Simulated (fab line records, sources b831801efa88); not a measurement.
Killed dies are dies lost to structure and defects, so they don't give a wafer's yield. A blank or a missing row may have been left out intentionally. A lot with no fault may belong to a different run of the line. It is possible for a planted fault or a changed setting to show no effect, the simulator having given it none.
The tool behind it: which one? :: flow gf180mcu :: 24 lots with 72 wafers sampled at 6 steps, on a route of 602 steps

## WHAT THE GAUGES READ, wafer by wafer
GF_V3_BOW_MEAS_05. Usual: V3_BOW gives 113 um (standard deviation 8.4).
lot: L074
measured: day 21 04:31
on: film_metro-01
V3_BOW (um): 109 97 96
flag: 

lot: L075
measured: day 21 19:44
on: film_metro-01
V3_BOW (um): 123 116 117
flag: 

lot: L076
measured: day 22 05:21
on: film_metro-02
V3_BOW (um): 106 109 105
flag: 

lot: L077
measured: day 22 08:46
on: film_metro-03
V3_BOW (um): 108 109 112
flag: 

lot: L078
measured: day 22 18:03
on: film_metro-02
V3_BOW (um): 115 107 109
flag: 

lot: L079
measured: day 23 01:29
on: film_metro-03
V3_BOW (um): 118 120 120
flag: 

lot: L080
measured: day 23 18:20
on: film_metro-03
V3_BOW (um): 122 107 113
flag: 

lot: L081
measured: day 23 23:08
on: film_metro-01
V3_BOW (um): 105 94 103
flag: 

lot: L082
measured: day 24 07:13
on: film_metro-03
V3_BOW (um): 107 104 104
flag: 

lot: L083
measured: day 24 11:15
on: film_metro-03
V3_BOW (um): 124 121 106
flag: 

lot: L084
measured: day 25 02:47
on: film_metro-03
V3_BOW (um): 116 122 114
flag: 

lot: L085
measured: day 25 05:02
on: film_metro-03
V3_BOW (um): 116 118 129
flag: 

lot: L086
measured: day 25 23:29
on: film_metro-03
V3_BOW (um): 124 106 112
flag: 

lot: L087
measured: day 26 08:52
on: film_metro-03
V3_BOW (um): 122 132 119
flag: 

lot: L088
measured: day 26 12:14
on: film_metro-02
V3_BOW (um): 109 111 109
flag: 

lot: L089
measured: day 26 16:55
on: film_metro-03
V3_BOW (um): 129 129 114
flag: 

lot: L090
measured: day 26 23:20
on: film_metro-01
V3_BOW (um): 111 123 112
flag: 

lot: L091
measured: day 27 08:33
on: film_metro-03
V3_BOW (um): 127 121 102
flag: 

lot: L092
measured: day 27 16:17
on: film_metro-01
V3_BOW (um): 110 101 120
flag: 

lot: L093
measured: day 27 22:47
on: film_metro-01
V3_BOW (um): 111 109 114
flag: 

lot: L094
measured: day 28 02:36
on: film_metro-01
V3_BOW (um): 121 123 124
flag: 

lot: L095
measured: day 28 11:48
on: film_metro-03
V3_BOW (um): 116 110 111
flag: 

lot: L096
measured: day 28 18:13
on: film_metro-03
V3_BOW (um): 118 129 115
flag: 

lot: L097
measured: day 29 00:22
on: film_metro-01
V3_BOW (um): 109 109 124
flag: 

GF_V4_OVL_MEAS_15. Usual: V4_OVL gives -2 nm (standard deviation 3.8).
lot: L074
measured: day 24 05:22
on: overlay-01
V4_OVL (nm): -6 -4 0
flag: 

lot: L075
measured: day 24 18:28
on: overlay-01
V4_OVL (nm): -3 -2 -6
flag: 

lot: L076
measured: day 25 04:01
on: overlay-01
V4_OVL (nm): -2 -2 -4
flag: 

lot: L077
measured: day 25 07:31
on: overlay-02
V4_OVL (nm): 1 -4 -6
flag: 

lot: L078
measured: day 25 15:21
on: overlay-02
V4_OVL (nm): -6 2 -1
flag: 

lot: L079
measured: day 25 22:40
on: overlay-02
V4_OVL (nm): -3 -2 -4
flag: 

lot: L080
measured: day 26 13:04
on: overlay-02
V4_OVL (nm): -1 -4 -1
flag: 

lot: L081
measured: day 26 18:31
on: overlay-02
V4_OVL (nm): -8 -9 -4
flag: 

lot: L082
measured: day 27 01:39
on: overlay-01
V4_OVL (nm): 0 6 9
flag: 

lot: L083
measured: day 27 06:01
on: overlay-01
V4_OVL (nm): 3 2 -2
flag: 

lot: L084
measured: day 27 19:43
on: overlay-02
V4_OVL (nm): -3 -7 -4
flag: 

lot: L085
measured: day 27 22:31
on: overlay-01
V4_OVL (nm): -9 -1 -4
flag: 

lot: L086
measured: day 28 15:18
on: overlay-02
V4_OVL (nm): 4 -5 -8
flag: 

lot: L087
measured: day 28 23:49
on: overlay-01
V4_OVL (nm): -2 0 3
flag: 

lot: L088
measured: day 29 03:25
on: overlay-02
V4_OVL (nm): -1 -4 -3
flag: 

lot: L089
measured: day 29 07:02
on: overlay-02
V4_OVL (nm): -10 -6 -4
flag: 

lot: L090
measured: day 29 12:47
on: overlay-02
V4_OVL (nm): -3 -3 -2
flag: 

lot: L091
measured: day 29 21:05
on: overlay-02
V4_OVL (nm): 1 -4 0
flag: 

lot: L092
measured: day 30 04:40
on: overlay-01
V4_OVL (nm): -2 -2 0
flag: 

lot: L093
measured: day 30 10:58
on: overlay-02
V4_OVL (nm): -2 -1 1
flag: 

lot: L094
measured: day 30 14:58
on: overlay-02
V4_OVL (nm): -1 2 -2
flag: 

lot: L095
measured: day 30 23:19
on: overlay-02
V4_OVL (nm): -1 -3 -6
flag: 

lot: L096
measured: day 31 05:07
on: overlay-02
V4_OVL (nm): -1 -5 2
flag: 

lot: L097
measured: day 31 11:16
on: overlay-01
V4_OVL (nm): 3 -1 7
flag: 

## TOOL THAT RAN EACH LOT (tool first, then ch and the chambers of the sampled wafers, then the start)
lot: L074
GF_CONTACT_ETCH_17: rie_diel-01 ch 1,2, day 15 21:40 or earlier
GF_CONTACT_SPUTTER_22: pvd_sputter-04, day 15 21:40
GF_M1_METAL_ETCH_16: rie_metal-02 ch 0,1, day 16 20:39
GF_M3_SPUTTER_00: pvd_sputter-01, day 20 03:01

lot: L075
GF_CONTACT_ETCH_17: rie_diel-04 ch 0,3, day 16 13:07 or earlier
GF_CONTACT_SPUTTER_22: pvd_sputter-03, day 16 13:07
GF_M1_METAL_ETCH_16: rie_metal-04 ch 0,1, day 17 12:57
GF_M3_SPUTTER_00: pvd_sputter-02, day 20 17:42

lot: L076
GF_CONTACT_ETCH_17: rie_diel-01 ch 0,2,3, day 16 21:43 or earlier
GF_CONTACT_SPUTTER_22: pvd_sputter-03, day 16 21:43
GF_M1_METAL_ETCH_16: rie_metal-04 ch 0,1, day 17 22:07
GF_M3_SPUTTER_00: pvd_sputter-01, day 21 04:13

lot: L077
GF_CONTACT_ETCH_17: rie_diel-04 ch 0,1,3, day 17 01:25 or earlier
GF_CONTACT_SPUTTER_22: pvd_sputter-02, day 17 01:25
GF_M1_METAL_ETCH_16: rie_metal-03 ch 0,1, day 18 01:24
GF_M3_SPUTTER_00: pvd_sputter-04, day 21 07:57

lot: L078
GF_CONTACT_ETCH_17: rie_diel-02 ch 2,3, day 17 11:49 or earlier
GF_CONTACT_SPUTTER_22: pvd_sputter-04, day 17 11:49
GF_M1_METAL_ETCH_16: rie_metal-03 ch 0,1, day 18 12:06
GF_M3_SPUTTER_00: pvd_sputter-01, day 21 17:17

lot: L079
GF_CONTACT_ETCH_17: rie_diel-01 ch 1,3, day 17 17:16 or earlier
GF_CONTACT_SPUTTER_22: pvd_sputter-03, day 17 17:16
GF_M1_METAL_ETCH_16: rie_metal-02 ch 0,1, day 18 18:03
GF_M3_SPUTTER_00: pvd_sputter-04, day 22 00:34

lot: L080
GF_CONTACT_ETCH_17: rie_diel-01 ch 1,2,3, day 18 08:43 or earlier
GF_CONTACT_SPUTTER_22: pvd_sputter-03, day 18 08:43
GF_M1_METAL_ETCH_16: rie_metal-03 ch 0, day 19 10:08
GF_M3_SPUTTER_00: pvd_sputter-02, day 22 17:45

lot: L081
GF_CONTACT_ETCH_17: rie_diel-04 ch 1,2, day 18 16:25 or earlier
GF_CONTACT_SPUTTER_22: pvd_sputter-02, day 18 16:25
GF_M1_METAL_ETCH_16: rie_metal-04 ch 0,1, day 19 17:30
GF_M3_SPUTTER_00: pvd_sputter-04, day 22 22:41

lot: L082
GF_CONTACT_ETCH_17: rie_diel-02 ch 2,3, day 19 01:26 or earlier
GF_CONTACT_SPUTTER_22: pvd_sputter-04, day 19 01:26
GF_M1_METAL_ETCH_16: rie_metal-04 ch 0,1, day 20 02:57
GF_M3_SPUTTER_00: pvd_sputter-02, day 23 07:26

lot: L083
GF_CONTACT_ETCH_17: rie_diel-04 ch 1,2,3, day 19 08:40 or earlier
GF_CONTACT_SPUTTER_22: pvd_sputter-04, day 19 08:40
GF_M1_METAL_ETCH_16: rie_metal-03 ch 0,1, day 20 09:19
GF_M3_SPUTTER_00: pvd_sputter-01, day 23 11:55

lot: L084
GF_CONTACT_ETCH_17: rie_diel-02 ch 1,2,3, day 19 21:14 or earlier
GF_CONTACT_SPUTTER_22: pvd_sputter-03, day 19 21:14
GF_M1_METAL_ETCH_16: rie_metal-04 ch 0,1, day 20 22:42
GF_M3_SPUTTER_00: pvd_sputter-01, day 24 02:51

lot: L085
GF_CONTACT_ETCH_17: rie_diel-01 ch 0,2,3, day 20 01:55 or earlier
GF_CONTACT_SPUTTER_22: pvd_sputter-02, day 20 01:55
GF_M1_METAL_ETCH_16: rie_metal-04 ch 0,1, day 21 03:12
GF_M3_SPUTTER_00: pvd_sputter-01, day 24 05:22

lot: L086
GF_CONTACT_ETCH_17: rie_diel-04 ch 0,1,2, day 20 20:45 or earlier
GF_CONTACT_SPUTTER_22: pvd_sputter-02, day 20 20:45
GF_M1_METAL_ETCH_16: rie_metal-03 ch 0,1, day 21 22:03
GF_M3_SPUTTER_00: pvd_sputter-01, day 25 00:01

lot: L087
GF_CONTACT_ETCH_17: rie_diel-02 ch 0,1,3, day 21 08:21 or earlier
GF_CONTACT_SPUTTER_22: pvd_sputter-03, day 21 08:21
GF_M1_METAL_ETCH_16: rie_metal-04 ch 0,1, day 22 08:51
GF_M3_SPUTTER_00: pvd_sputter-01, day 25 10:01

lot: L088
GF_CONTACT_ETCH_17: rie_diel-04 ch 1,2, day 21 11:40 or earlier
GF_CONTACT_SPUTTER_22: pvd_sputter-02, day 21 11:40
GF_M1_METAL_ETCH_16: rie_metal-02 ch 0,1, day 22 11:12
GF_M3_SPUTTER_00: pvd_sputter-02, day 25 13:20

lot: L089
GF_CONTACT_ETCH_17: rie_diel-02 ch 0,1,3, day 21 17:16 or earlier
GF_CONTACT_SPUTTER_22: pvd_sputter-02, day 21 17:16
GF_M1_METAL_ETCH_16: rie_metal-03 ch 0,1, day 22 17:39
GF_M3_SPUTTER_00: pvd_sputter-02, day 25 18:16

lot: L090
GF_CONTACT_ETCH_17: rie_diel-02 ch 0,3, day 22 00:03 or earlier
GF_CONTACT_SPUTTER_22: pvd_sputter-03, day 22 00:03
GF_M1_METAL_ETCH_16: rie_metal-03 ch 0,1, day 23 01:11
GF_M3_SPUTTER_00: pvd_sputter-02, day 26 00:52

lot: L091
GF_CONTACT_ETCH_17: rie_diel-02 ch 0,1,2, day 22 12:00 or earlier
GF_CONTACT_SPUTTER_22: pvd_sputter-03, day 22 12:00
GF_M1_METAL_ETCH_16: rie_metal-04 ch 0,1, day 23 12:23
GF_M3_SPUTTER_00: pvd_sputter-01, day 26 10:56

lot: L092
GF_CONTACT_ETCH_17: rie_diel-04 ch 0,1,3, day 22 20:11 or earlier
GF_CONTACT_SPUTTER_22: pvd_sputter-04, day 22 20:11
GF_M1_METAL_ETCH_16: rie_metal-02 ch 0,1, day 23 20:18
GF_M3_SPUTTER_00: pvd_sputter-04, day 26 18:16

lot: L093
GF_CONTACT_ETCH_17: rie_diel-01 ch 1,2, day 23 03:05 or earlier
GF_CONTACT_SPUTTER_22: pvd_sputter-02, day 23 03:05
GF_M1_METAL_ETCH_16: rie_metal-03 ch 0,1, day 24 03:00
GF_M3_SPUTTER_00: pvd_sputter-04, day 27 00:55

lot: L094
GF_CONTACT_ETCH_17: rie_diel-04 ch 0,2,3, day 23 07:10 or earlier
GF_CONTACT_SPUTTER_22: pvd_sputter-03, day 23 07:10
GF_M1_METAL_ETCH_16: rie_metal-03 ch 0,1, day 24 06:18
GF_M3_SPUTTER_00: pvd_sputter-04, day 27 04:55

lot: L095
GF_CONTACT_ETCH_17: rie_diel-04 ch 1,3, day 23 18:33 or earlier
GF_CONTACT_SPUTTER_22: pvd_sputter-04, day 23 18:33
GF_M1_METAL_ETCH_16: rie_metal-04 ch 0,1, day 24 17:33
GF_M3_SPUTTER_00: pvd_sputter-04, day 27 14:32

lot: L096
GF_CONTACT_ETCH_17: rie_diel-02 ch 1,2,3, day 24 02:43 or earlier
GF_CONTACT_SPUTTER_22: pvd_sputter-02, day 24 02:43
GF_M1_METAL_ETCH_16: rie_metal-03 ch 0,1, day 25 01:54
GF_M3_SPUTTER_00: pvd_sputter-01, day 27 21:37

lot: L097
GF_CONTACT_ETCH_17: rie_diel-01 ch 0,3, day 24 09:19 or earlier
GF_CONTACT_SPUTTER_22: pvd_sputter-03, day 24 09:19
GF_M1_METAL_ETCH_16: rie_metal-04 ch 0, day 25 08:03
GF_M3_SPUTTER_00: pvd_sputter-01, day 28 03:42
- GF_CONTACT_ETCH_17: etches SiO2 in C4F8/O2/Ar, stops on CoSi2, target depth 860 nm.
- GF_CONTACT_SPUTTER_22: material Ti, target thk 15 nm, time 80.02 s.
- GF_M1_METAL_ETCH_16: etches the open film in Cl2/BCl3, stops on SiO2, target depth 627.5 nm, time 104.6 s.
- GF_M3_SPUTTER_00: material Ti, target thk 37.5 nm, time 150 s.

## WHAT THE TOOLS THEMSELVES READ (means of the sampled wafers that have a number; where no wafer has one, the mark that the record gives instead)
GF_CONTACT_ETCH_17. Usual: chamber_pressure_mTorr 40.00 mTorr, standard deviation 0.039; oes_product_au 0.814 a.u., standard deviation 0.0049; rf_fwd_power_W 1495 W, standard deviation 4.7.
lot: L074
tool: rie_diel-01
chamber_pressure_mTorr (mTorr): 40.01
oes_product_au (a.u.): 0.815
rf_fwd_power_W (W): 1495
flag: 

lot: L075
tool: rie_diel-04
chamber_pressure_mTorr (mTorr): 40.01
oes_product_au (a.u.): 0.817
rf_fwd_power_W (W): 1502
flag: 

lot: L076
tool: rie_diel-01
chamber_pressure_mTorr (mTorr): 40.05
oes_product_au (a.u.): 0.813
rf_fwd_power_W (W): 1492
flag: 

lot: L077
tool: rie_diel-04
chamber_pressure_mTorr (mTorr): 39.98
oes_product_au (a.u.): 0.817
rf_fwd_power_W (W): 1493
flag: 

lot: L078
tool: rie_diel-02
chamber_pressure_mTorr (mTorr): 40.03
oes_product_au (a.u.): 0.811
rf_fwd_power_W (W): 1495
flag: 

lot: L079
tool: rie_diel-01
chamber_pressure_mTorr (mTorr): 39.95
oes_product_au (a.u.): 0.813
rf_fwd_power_W (W): 1494
flag: 

lot: L080
tool: rie_diel-01
chamber_pressure_mTorr (mTorr): 40.00
oes_product_au (a.u.): 0.815
rf_fwd_power_W (W): 1495
flag: 

lot: L081
tool: rie_diel-04
chamber_pressure_mTorr (mTorr): 40.01
oes_product_au (a.u.): 0.816
rf_fwd_power_W (W): 1491
flag: 

lot: L082
tool: rie_diel-02
chamber_pressure_mTorr (mTorr): 40.01
oes_product_au (a.u.): 0.813
rf_fwd_power_W (W): 1496
flag: 

lot: L083
tool: rie_diel-04
chamber_pressure_mTorr (mTorr): 40.01
oes_product_au (a.u.): 0.811
rf_fwd_power_W (W): 1497
flag: 

lot: L084
tool: rie_diel-02
chamber_pressure_mTorr (mTorr): 40.00
oes_product_au (a.u.): 0.814
rf_fwd_power_W (W): 1493
flag: 

lot: L085
tool: rie_diel-01
chamber_pressure_mTorr (mTorr): 40.00
oes_product_au (a.u.): 0.810
rf_fwd_power_W (W): 1494
flag: 

lot: L086
tool: rie_diel-04
chamber_pressure_mTorr (mTorr): 39.99
oes_product_au (a.u.): 0.814
rf_fwd_power_W (W): 1496
flag: 

lot: L087
tool: rie_diel-02
chamber_pressure_mTorr (mTorr): 40.06
oes_product_au (a.u.): 0.810
rf_fwd_power_W (W): 1491
flag: 

lot: L088
tool: rie_diel-04
chamber_pressure_mTorr (mTorr): 39.99
oes_product_au (a.u.): 0.815
rf_fwd_power_W (W): 1497
flag: 

lot: L089
tool: rie_diel-02
chamber_pressure_mTorr (mTorr): 40.02
oes_product_au (a.u.): 0.812
rf_fwd_power_W (W): 1489
flag: 

lot: L090
tool: rie_diel-02
chamber_pressure_mTorr (mTorr): 40.03
oes_product_au (a.u.): 0.812
rf_fwd_power_W (W): 1494
flag: 

lot: L091
tool: rie_diel-02
chamber_pressure_mTorr (mTorr): 40.01
oes_product_au (a.u.): 0.816
rf_fwd_power_W (W): 1491
flag: 

lot: L092
tool: rie_diel-04
chamber_pressure_mTorr (mTorr): 39.97
oes_product_au (a.u.): 0.819
rf_fwd_power_W (W): 1489
flag: 

lot: L093
tool: rie_diel-01
chamber_pressure_mTorr (mTorr): 40.02
oes_product_au (a.u.): 0.820
rf_fwd_power_W (W): 1493
flag: 

lot: L094
tool: rie_diel-04
chamber_pressure_mTorr (mTorr): 40.03
oes_product_au (a.u.): 0.810
rf_fwd_power_W (W): 1495
flag: 

lot: L095
tool: rie_diel-04
chamber_pressure_mTorr (mTorr): 39.99
oes_product_au (a.u.): 0.814
rf_fwd_power_W (W): 1493
flag: 

lot: L096
tool: rie_diel-02
chamber_pressure_mTorr (mTorr): 40.01
oes_product_au (a.u.): 0.820
rf_fwd_power_W (W): 1493
flag: 

lot: L097
tool: rie_diel-01
chamber_pressure_mTorr (mTorr): 40.00
oes_product_au (a.u.): 0.817
rf_fwd_power_W (W): 1496
flag: 

GF_CONTACT_SPUTTER_22. Usual: throttle_valve_pct at 30.0 %, with a standard deviation of 1.1.
lot: L074
tool: pvd_sputter-04
throttle_valve_pct (%): 28.7
flag: 

lot: L075
tool: pvd_sputter-03
throttle_valve_pct (%): 30.5
flag: 

lot: L076
tool: pvd_sputter-03
throttle_valve_pct (%): 30.5
flag: 

lot: L077
tool: pvd_sputter-02
throttle_valve_pct (%): 30.7
flag: 

lot: L078
tool: pvd_sputter-04
throttle_valve_pct (%): 29.1
flag: 

lot: L079
tool: pvd_sputter-03
throttle_valve_pct (%): 30.1
flag: 

lot: L080
tool: pvd_sputter-03
throttle_valve_pct (%): 29.7
flag: 

lot: L081
tool: pvd_sputter-02
throttle_valve_pct (%): 29.7
flag: 

lot: L082
tool: pvd_sputter-04
throttle_valve_pct (%): 28.7
flag: 

lot: L083
tool: pvd_sputter-04
throttle_valve_pct (%): 29.3
flag: 

lot: L084
tool: pvd_sputter-03
throttle_valve_pct (%): 31.3
flag: 

lot: L085
tool: pvd_sputter-02
throttle_valve_pct (%): 30.0
flag: 

lot: L086
tool: pvd_sputter-02
throttle_valve_pct (%): 30.3
flag: 

lot: L087
tool: pvd_sputter-03
throttle_valve_pct (%): 30.4
flag: 

lot: L088
tool: pvd_sputter-02
throttle_valve_pct (%): 31.1
flag: 

lot: L089
tool: pvd_sputter-02
throttle_valve_pct (%): 31.1
flag: 

lot: L090
tool: pvd_sputter-03
throttle_valve_pct (%): 30.5
flag: 

lot: L091
tool: pvd_sputter-03
throttle_valve_pct (%): 29.5
flag: 

lot: L092
tool: pvd_sputter-04
throttle_valve_pct (%): 28.6
flag: 

lot: L093
tool: pvd_sputter-02
throttle_valve_pct (%): 31.3
flag: 

lot: L094
tool: pvd_sputter-03
throttle_valve_pct (%): 29.5
flag: 

lot: L095
tool: pvd_sputter-04
throttle_valve_pct (%): 29.9
flag: 

lot: L096
tool: pvd_sputter-02
throttle_valve_pct (%): 30.8
flag: 

lot: L097
tool: pvd_sputter-03
throttle_valve_pct (%): 30.4
flag: 

GF_M1_METAL_ETCH_16. Usual: chamber_pressure_mTorr 8.001 mTorr, standard deviation 0.0072; drypump_motor_current_A 5.9 A, standard deviation 0.38; oes_product_au 0.974 a.u., standard deviation 0.0059; rf_fwd_power_W 796.1 W, standard deviation 2.5; throttle_valve_pct 28.248 %, standard deviation 0.011.
lot: L074
tool: rie_metal-02
chamber_pressure_mTorr (mTorr): 7.996
drypump_motor_current_A (A): 6.2
oes_product_au (a.u.): 0.970
rf_fwd_power_W (W): 797.0
throttle_valve_pct (%): 28.265
flag: 

lot: L075
tool: rie_metal-04
chamber_pressure_mTorr (mTorr): 7.997
drypump_motor_current_A (A): 6.1
oes_product_au (a.u.): 0.967
rf_fwd_power_W (W): 800.0
throttle_valve_pct (%): 28.243
flag: 

lot: L076
tool: rie_metal-04
chamber_pressure_mTorr (mTorr): 8.008
drypump_motor_current_A (A): 6.1
oes_product_au (a.u.): 0.967
rf_fwd_power_W (W): 794.8
throttle_valve_pct (%): 28.261
flag: 

lot: L077
tool: rie_metal-03
chamber_pressure_mTorr (mTorr): 7.997
drypump_motor_current_A (A): 5.7
oes_product_au (a.u.): 0.975
rf_fwd_power_W (W): 792.7
throttle_valve_pct (%): 28.240
flag: 

lot: L078
tool: rie_metal-03
chamber_pressure_mTorr (mTorr): 8.001
drypump_motor_current_A (A): 5.7
oes_product_au (a.u.): 0.978
rf_fwd_power_W (W): 800.2
throttle_valve_pct (%): 28.236
flag: 

lot: L079
tool: rie_metal-02
chamber_pressure_mTorr (mTorr): 8.002
drypump_motor_current_A (A): 5.8
oes_product_au (a.u.): 0.971
rf_fwd_power_W (W): 796.1
throttle_valve_pct (%): 28.247
flag: 

lot: L080
tool: rie_metal-03
chamber_pressure_mTorr (mTorr): 8.002
drypump_motor_current_A (A): 5.4
oes_product_au (a.u.): 0.975
rf_fwd_power_W (W): 799.8
throttle_valve_pct (%): 28.247
flag: 

lot: L081
tool: rie_metal-04
chamber_pressure_mTorr (mTorr): 7.994
drypump_motor_current_A (A): 6.3
oes_product_au (a.u.): 0.974
rf_fwd_power_W (W): 795.3
throttle_valve_pct (%): 28.248
flag: 

lot: L082
tool: rie_metal-04
chamber_pressure_mTorr (mTorr): 7.999
drypump_motor_current_A (A): 6.3
oes_product_au (a.u.): 0.970
rf_fwd_power_W (W): 794.0
throttle_valve_pct (%): 28.248
flag: 

lot: L083
tool: rie_metal-03
chamber_pressure_mTorr (mTorr): 7.996
drypump_motor_current_A (A): 5.6
oes_product_au (a.u.): 0.971
rf_fwd_power_W (W): 797.0
throttle_valve_pct (%): 28.265
flag: 

lot: L084
tool: rie_metal-04
chamber_pressure_mTorr (mTorr): 8.005
drypump_motor_current_A (A): 6.3
oes_product_au (a.u.): 0.971
rf_fwd_power_W (W): 796.1
throttle_valve_pct (%): 28.253
flag: 

lot: L085
tool: rie_metal-04
chamber_pressure_mTorr (mTorr): 8.005
drypump_motor_current_A (A): 6.2
oes_product_au (a.u.): 0.982
rf_fwd_power_W (W): 797.5
throttle_valve_pct (%): 28.247
flag: 

lot: L086
tool: rie_metal-03
chamber_pressure_mTorr (mTorr): 7.997
drypump_motor_current_A (A): 5.6
oes_product_au (a.u.): 0.971
rf_fwd_power_W (W): 795.8
throttle_valve_pct (%): 28.243
flag: 

lot: L087
tool: rie_metal-04
chamber_pressure_mTorr (mTorr): 8.005
drypump_motor_current_A (A): 6.3
oes_product_au (a.u.): 0.975
rf_fwd_power_W (W): 793.9
throttle_valve_pct (%): 28.246
flag: 

lot: L088
tool: rie_metal-02
chamber_pressure_mTorr (mTorr): 7.990
drypump_motor_current_A (A): 6.1
oes_product_au (a.u.): 0.976
rf_fwd_power_W (W): 794.6
throttle_valve_pct (%): 28.247
flag: 

lot: L089
tool: rie_metal-03
chamber_pressure_mTorr (mTorr): 8.004
drypump_motor_current_A (A): 5.7
oes_product_au (a.u.): 0.971
rf_fwd_power_W (W): 793.8
throttle_valve_pct (%): 28.248
flag: 

lot: L090
tool: rie_metal-03
chamber_pressure_mTorr (mTorr): 8.002
drypump_motor_current_A (A): 5.7
oes_product_au (a.u.): 0.981
rf_fwd_power_W (W): 795.5
throttle_valve_pct (%): 28.242
flag: 

lot: L091
tool: rie_metal-04
chamber_pressure_mTorr (mTorr): 8.001
drypump_motor_current_A (A): 6.1
oes_product_au (a.u.): 0.974
rf_fwd_power_W (W): 795.8
throttle_valve_pct (%): 28.246
flag: 

lot: L092
tool: rie_metal-02
chamber_pressure_mTorr (mTorr): 8.001
drypump_motor_current_A (A): 5.8
oes_product_au (a.u.): 0.978
rf_fwd_power_W (W): 795.3
throttle_valve_pct (%): 28.249
flag: 

lot: L093
tool: rie_metal-03
chamber_pressure_mTorr (mTorr): 7.994
drypump_motor_current_A (A): 5.6
oes_product_au (a.u.): 0.971
rf_fwd_power_W (W): 796.2
throttle_valve_pct (%): 28.255
flag: 

lot: L094
tool: rie_metal-03
chamber_pressure_mTorr (mTorr): 7.997
drypump_motor_current_A (A): 5.7
oes_product_au (a.u.): 0.977
rf_fwd_power_W (W): 795.9
throttle_valve_pct (%): 28.251
flag: 

lot: L095
tool: rie_metal-04
chamber_pressure_mTorr (mTorr): 8.001
drypump_motor_current_A (A): 6.2
oes_product_au (a.u.): 0.967
rf_fwd_power_W (W): 797.4
throttle_valve_pct (%): 28.246
flag: 

lot: L096
tool: rie_metal-03
chamber_pressure_mTorr (mTorr): 8.000
drypump_motor_current_A (A): 5.6
oes_product_au (a.u.): 0.972
rf_fwd_power_W (W): 796.3
throttle_valve_pct (%): 28.255
flag: 

lot: L097
tool: rie_metal-04
chamber_pressure_mTorr (mTorr): 8.006
drypump_motor_current_A (A): 6.4
oes_product_au (a.u.): 0.978
rf_fwd_power_W (W): 792.6
throttle_valve_pct (%): 28.246
flag: 

GF_M3_SPUTTER_00. Usual: throttle_valve_pct at 30.0 %, with a standard deviation of 0.96.
lot: L074
tool: pvd_sputter-01
throttle_valve_pct (%): 30.6
flag: 

lot: L075
tool: pvd_sputter-02
throttle_valve_pct (%): 29.8
flag: 

lot: L076
tool: pvd_sputter-01
throttle_valve_pct (%): 30.5
flag: 

lot: L077
tool: pvd_sputter-04
throttle_valve_pct (%): 28.8
flag: 

lot: L078
tool: pvd_sputter-01
throttle_valve_pct (%): 30.2
flag: 

lot: L079
tool: pvd_sputter-04
throttle_valve_pct (%): 29.4
flag: 

lot: L080
tool: pvd_sputter-02
throttle_valve_pct (%): 29.5
flag: 

lot: L081
tool: pvd_sputter-04
throttle_valve_pct (%): 28.6
flag: 

lot: L082
tool: pvd_sputter-02
throttle_valve_pct (%): 30.0
flag: 

lot: L083
tool: pvd_sputter-01
throttle_valve_pct (%): 30.5
flag: 

lot: L084
tool: pvd_sputter-01
throttle_valve_pct (%): 29.9
flag: 

lot: L085
tool: pvd_sputter-01
throttle_valve_pct (%): 30.6
flag: 

lot: L086
tool: pvd_sputter-01
throttle_valve_pct (%): 30.2
flag: 

lot: L087
tool: pvd_sputter-01
throttle_valve_pct (%): 31.0
flag: 

lot: L088
tool: pvd_sputter-02
throttle_valve_pct (%): 29.5
flag: 

lot: L089
tool: pvd_sputter-02
throttle_valve_pct (%): 31.1
flag: 

lot: L090
tool: pvd_sputter-02
throttle_valve_pct (%): 31.2
flag: 

lot: L091
tool: pvd_sputter-01
throttle_valve_pct (%): 30.6
flag: 

lot: L092
tool: pvd_sputter-04
throttle_valve_pct (%): 29.1
flag: 

lot: L093
tool: pvd_sputter-04
throttle_valve_pct (%): 28.8
flag: 

lot: L094
tool: pvd_sputter-04
throttle_valve_pct (%): 28.8
flag: 

lot: L095
tool: pvd_sputter-04
throttle_valve_pct (%): 29.9
flag: 

lot: L096
tool: pvd_sputter-01
throttle_valve_pct (%): 29.8
flag: 

lot: L097
tool: pvd_sputter-01
throttle_valve_pct (%): 29.6
flag: 

## THE ANSWER, worked out from the rows above alone
Rule: a lot is off if the mean of its wafers that have a number lies more than 3 standard deviations from the usual mean. A lot without any number at a reading at which 4 lots or more have one is off too. All remaining lots with rows at the step are treated as sound. After the gauges, taken in route order, come the tools' own readings; for these a lot's mean is taken, as printed above. The first step at which some lot is off is used, and at that step the reading that is off furthest; a lot without a number counts as furthest.
Across all readings shown, no lot is off: no conclusion can be drawn from this.

## WHAT WAS PUT IN BY THE SIMULATOR
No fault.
